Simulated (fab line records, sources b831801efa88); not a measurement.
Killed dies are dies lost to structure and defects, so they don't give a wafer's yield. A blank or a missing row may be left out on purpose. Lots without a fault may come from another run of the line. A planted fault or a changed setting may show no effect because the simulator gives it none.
Chamber matching | flow gf180mcu | GF_HV_LDD_ETCHBACK_58 on rie_diel-02: 4 sister chambers
The step etches Si3N4 in CH3F/O2, stops on SiO2, time 100 s, target depth 90 nm. 16 wafers are shown with their chamber, then 8 later ones without.

WAFERS WITH THEIR CHAMBER
wafer  | chamber | drypump_motor_current_A (A) | rf_fwd_power_W (W) | throttle_valve_pct (%)
L502.2 | 2       | 5.1                         | 398.1              | 10.542
L502.4 | 0       | 5.5                         | 398.7              | 10.557
L502.6 | 2       | 5.1                         | 398.0              | 10.553
L503.2 | 2       | 5.1                         | 398.1              | 10.547
L503.5 | 0       | 5.5                         | 398.5              | 10.556
L503.6 | 3       | 4.7                         | 399.9              | 10.563
L505.3 | 3       | 4.7                         | 396.6              | 10.568
L505.5 | 3       | 4.7                         | 397.8              | 10.559
L505.6 | 0       | 5.5                         | 400.3              | 10.564
L506.2 | 3       | 4.7                         | 396.5              | 10.543
L506.3 | 2       | 5.1                         | 396.2              | 10.568
L506.5 | 0       | 5.6                         | 399.4              | 10.572
L516.1 | 2       | 5.1                         | 397.9              | 10.566
L516.2 | 3       | 4.7                         | 396.6              | 10.563
L516.3 | 1       | 5.0                         | 396.2              | 10.577
L518.2 | 1       | 5.0                         | 397.9              | 10.569

SIGNATURES (means of the wafers above)
reading                 | chamber 0 | chamber 1 | chamber 2 | chamber 3 | scatter within a chamber
drypump_motor_current_A | 5.525     | 5.000     | 5.100     | 4.700     | 0.025
rf_fwd_power_W          | 399.225   | 397.050   | 397.660   | 397.480   | 1.1
throttle_valve_pct      | 10.56225  | 10.57300  | 10.55520  | 10.55920  | 0.00954
Rule: a wafer's distance from a chamber is the root of the sum, over the readings, of the square of ((its reading less the chamber's mean) divided by the reading's scatter). The wafer belongs to the nearest chamber; if the next one is less than 2 further off, it can't be placed. The scatter: the root of (the sum of the squares of (reading less its chamber's mean) over the shown wafers, divided by (wafers less chambers)).

WAFERS WITHOUT THEIR CHAMBER
wafer  | drypump_motor_current_A (A) | rf_fwd_power_W (W) | throttle_valve_pct (%)
L518.3 | 5.6                         | 399.0              | 10.560
L518.6 | 5.1                         | 397.1              | 10.580
L521.1 | 4.7                         | 397.2              | 10.565
L521.3 | 5.0                         | 398.2              | 10.565
L521.6 | 5.1                         | 397.9              | 10.568
L525.1 | 5.1                         | 399.9              | 10.544
L525.2 | 4.7                         | 399.1              | 10.567
L525.4 | 5.5                         | 397.2              | 10.559

WHICH CHAMBER EACH WENT THROUGH
wafer  | from the rows above     | in truth
L518.3 | 0                       | 0
L518.6 | can't be placed: 2 or 1 | 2
L521.1 | 3                       | 3
L521.3 | 1                       | 1
L521.6 | 2                       | 2
L525.1 | 2                       | 2
L525.2 | 3                       | 3
L525.4 | 0                       | 0
Placed correctly: 7 of 8. Can't be placed from these rows: 1 (the true chamber is among the candidates in 1). Placed wrongly: 0.
